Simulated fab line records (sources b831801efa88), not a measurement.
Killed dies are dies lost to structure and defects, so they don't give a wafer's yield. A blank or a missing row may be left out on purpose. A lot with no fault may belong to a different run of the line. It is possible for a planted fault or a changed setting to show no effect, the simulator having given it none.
Split-lot study	flow sfq line	5 lots, 23 wafers read, on a route of 325 steps

== THE SPLIT ITSELF ==
At SFQ_TRILAYER_M2_LITHO_COAT_057 (resist thk 600 nm), the setting spin rpm was moved away from the recipe's 3000 rpm on 8 of the 23 wafers read, by -2.6% to +4.1%. This setting was run at the recipe's value on the other wafers.

== FROM THE SPLIT TO THE READING: what the file shows between them, 3 steps ==
- SFQ_TRILAYER_M2_LITHO_PEB_060: peb time 60 s (also split here: peb temp c)
- SFQ_TRILAYER_M2_LITHO_DEVELOP_059: time 60 s
- SFQ_TRILAYER_M2_BARC_OPEN_METAL_ETCH_077: etches BARC in O2, target depth 125 nm, time 41.7 s

== THE READING ==
KrF_of_TRILAYER_M2_LITHO_COAT_057.thk nm (the simulator's own value, which no gauge read), in nm, at SFQ_TRILAYER_M2_ETCH_METAL_ETCH_060 (etches Nb in Cl2/Ar, stops on SiO2, target depth 240 nm, time 118.4 s). There is no usual value for it anywhere in the file. The 15 wafers here that ran the recipe average 381.9 nm, standard deviation 3.4 nm.

wafer	tool, chamber at the split	spin rpm as run, rpm	against the recipe	KrF_of_TRILAYER_M2_LITHO_COAT_057.thk nm, nm	against lot-mates on the recipe
L076.2	litho track-01, 0	3000	recipe	387.4	-
L076.3	litho track-01, 0	3000	recipe	383.3	-
L076.4	litho track-01, 0	3000	recipe	386.8	-
L076.5	litho track-01, 0	3000	recipe	382.1	-
L076.6	litho track-01, 0	3000	recipe	385.8	-
L077.1	litho track-01, 0	3000	recipe	382.8	-
L077.2	litho track-01, 0	3123	+4.1%	372.6	-11.4
L077.3	litho track-01, 0	3123	+4.1%	372.7	-11.3
L077.4	litho track-01, 0	3000	recipe	385.1	-
L077.6	litho track-01, 0	3123	+4.1%	373.6	-10.4
L079.2	litho track-04, 0	3000	recipe	378.1	-
L079.4	litho track-04, 0	3000	recipe	376.1	-
L079.6	litho track-04, 0	3000	recipe	378.3	-
L082.1	litho track-04, 0	2921	-2.6%	388.4	+7.8
L082.3	litho track-04, 0	2921	-2.6%	387.2	+6.6
L082.4	litho track-04, 0	3000	recipe	381.8	-
L082.5	litho track-04, 0	3000	recipe	382	-
L082.6	litho track-04, 0	3000	recipe	377.9	-
L084.1	litho track-04, 0	3105	+3.5%	366.8	-13.8
L084.2	litho track-04, 0	3105	+3.5%	374.2	-6.4
L084.3	litho track-04, 0	3000	recipe	383.1	-
L084.4	litho track-04, 0	3000	recipe	378.2	-
L084.5	litho track-04, 0	3105	+3.5%	370.8	-9.8

FIT RESULTS
A straight line over all 23 wafers: KrF_of_TRILAYER_M2_LITHO_COAT_057.thk nm changes by -2.54 nm for each +1% of spin rpm; r = -0.84; the points scatter about the line by 3.3 nm.
The same after taking each lot's own level away (the mean of its wafers on the recipe; 23 wafers): -2.76 nm for each +1%; r = -0.95; scatter 1.9 nm.
According to that fit, moving spin rpm by its largest amount changes the reading by 11 nm.
Measured against the standard deviation above, the lots' own levels, which go from 377.50 to 385.08 nm, span 2.2 times it.
The two slopes are in agreement: the lot-to-lot level therefore moves the slope only a little.
Check: -11.3 nm against its lot-mates is what the line predicts for one of the wafers moved furthest among these (+4.1%) when that wafer is left out of the fit. It came out at -11.4 nm against them.

== OTHER SPLITS ON THESE WAFERS ==
Note: prior to the reading, these wafers also went through further splits. Each is held against what the fit with the lots' levels taken away leaves over:
other split on the same wafers	wafers away from the commonest value	r with KrF_of_TRILAYER_M2_LITHO_COAT_057.thk nm (lot level and that fit taken away)
SFQ_TRILAYER_INCOMING_OXIDATION_002 ox time s	15	+0.06
SFQ_TRILAYER_M0_LITHO_COAT_026 resist thk nm	7	-0.11
SFQ_TRILAYER_M0_LITHO_PEB_024 peb time s	9	+0.20
SFQ_TRILAYER_I0_DEP_PECVD_027 time s	10	-0.13
SFQ_TRILAYER_I0_VIA_LITHO_COAT_036 resist thk nm	9	+0.20
SFQ_TRILAYER_M1_LITHO_COAT_044 resist thk nm	11	-0.08
SFQ_TRILAYER_M1_ETCH_METAL_ETCH_042 time s	7	-0.26
SFQ_TRILAYER_I1_VIA_LITHO_EXPOSE_050 dose mj	9	+0.22
SFQ_TRILAYER_M2_LITHO_PEB_060 peb temp c	8	-0.31

== THE WHOLE CHAIN: every reading that the file lists as answering this split, in the file's order ==
step	what it does	reading	change (the file's fit)	r (the file's)
SFQ_TRILAYER_M2_LITHO_COAT_057	resist thk 600 nm	KrF_of_TRILAYER_M2_LITHO_COAT_057.thk nm (the simulator's own value, which no gauge read)	-2.97 nm for each +1% of the setting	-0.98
SFQ_TRILAYER_M2_BARC_OPEN_METAL_ETCH_077	etches BARC in O2, target depth 125 nm, time 41.7 s	KrF_of_TRILAYER_M2_LITHO_COAT_057.thk nm (the simulator's own value, which no gauge read)	-2.94 nm for each +1% of the setting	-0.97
SFQ_TRILAYER_M2_ETCH_METAL_ETCH_060	etches Nb in Cl2/Ar, stops on SiO2, target depth 240 nm, time 118.4 s	KrF_of_TRILAYER_M2_LITHO_COAT_057.thk nm (the simulator's own value, which no gauge read)	-2.76 nm for each +1% of the setting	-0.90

== FILE'S OWN FIT ==
KrF_of_TRILAYER_M2_LITHO_COAT_057.thk nm changes by -2.76 nm for each +1% of spin rpm, r = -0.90.
